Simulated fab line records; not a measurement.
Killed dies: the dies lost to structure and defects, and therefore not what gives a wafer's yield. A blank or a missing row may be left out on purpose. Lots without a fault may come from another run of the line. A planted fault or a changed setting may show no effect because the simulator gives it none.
8D (eight disciplines) problem report, filled in by code | flow gf180mcu | the parts of the form that need people (team, actions taken, sign-off) are left out

== 1. PROBLEM STATEMENT ==
Wafers free of any fault read 847 nm (standard deviation 9.1) for V1_CVD_02_THK at GF_V1_THK_MEAS_03, against a mean of 941 nm on 6 wafers of 2 lots. Relative to the usual mean, that is a shift of +10 standard deviations.
The first sign was on wafer L449.3 at day 18 11:00, on film metro-01. Wafers with a number at this step in the record: 33, from 11 lots. The rule behind "out" and "out of limits": a value lying over 4 standard deviations away from the usual mean. The other wafers with a number count as sound.

== 2. WHAT IT IS; WHAT IT IS NOT ==
question                    | is                           | is not
which readings at this step | V1_CVD_02_THK                | -
which lots                  | L449, L451                   | L447, L459, L461, L462, L463, L464, L465, L466, L468
which wafers of those lots  | all that have a number       | -
read on which gauges        | film metro-01, film metro-03 | film metro-02
when                        | from day 18 11:00            | up to then (3 sound wafers); but 24 sound wafers of L459, L461, L462, L463, L464, L465, L466, L468 came after

== 3. THE SUSPECTS, EACH WITH WHAT RULES IT OUT ==
Counting: a tool at any process step up to the reading remains a suspect when it ran all the lots that are out and ran no sound lot after the first of those.
- the gauge at GF_V1_THK_MEAS_03 is ruled out. The wafers that are out were read on 2 gauges (film metro-01, film metro-03).
- pecvd-01 at GF_V1_CVD_02 (deposits SiO2 from TEOS, target thk 850 nm, time 94.851 s): ruled out as a lasting fault. Sound lots L459, L463, L464, L466, L468 ran on it after its first lot that is out, L449 (day 18 10:55).
Left after counting: nothing in the record.

== 4. THE CAUSE (what the simulator had put in) ==
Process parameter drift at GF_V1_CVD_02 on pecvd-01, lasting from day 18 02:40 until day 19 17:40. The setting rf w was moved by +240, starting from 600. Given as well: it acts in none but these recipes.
The count ruled it out by mistake, since the rule takes a fault to strike every lot its tool runs from the start of the fault on, and this one did not do so.

== 5. THE CHAIN OF EFFECTS, in route order ==
Each row: a reading whose mean over the struck wafers that have a number lies more than 3 standard deviations from the usual. Readings are gone through only where the record gives a usual standard deviation; hours: the median, over the lots, of the time from a lot's start at the first step in this table giving one to that lot's start at this step; sigmas: the change measured in usual standard deviations.
hours | step              | reading            | usual   | on struck wafers | change | sigmas
0     | GF_V1_CVD_02      | rf fwd power W     | 596.8 W | 837.8            | +241.0 | +99 or more
0     | GF_V1_THK_MEAS_03 | V1_CVD_02_THK      | 847 nm  | 941              | +94    | +10
0     | GF_V1_CMP_04      | time to endpoint s | 80 s    | 114              | +34    | +6.4
Here are the process steps it includes:
- GF_V1_CVD_02: deposits SiO2 from TEOS, target thk 850 nm, time 94.851 s.
- GF_V1_CMP_04: polishes SiO2.

== 6. HOW IT WOULD HAVE BEEN CAUGHT EARLIER ==
Counted from the fault's start at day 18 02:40, it took 8 hours until the first out-of-limits reading at a measuring or inspecting step in this record, taken at day 18 11:00.
Tool's own readings at GF_V1_CVD_02, rf fwd power W: out on all struck wafers the step has rows for; an alarm limit on them would have tripped on the first.
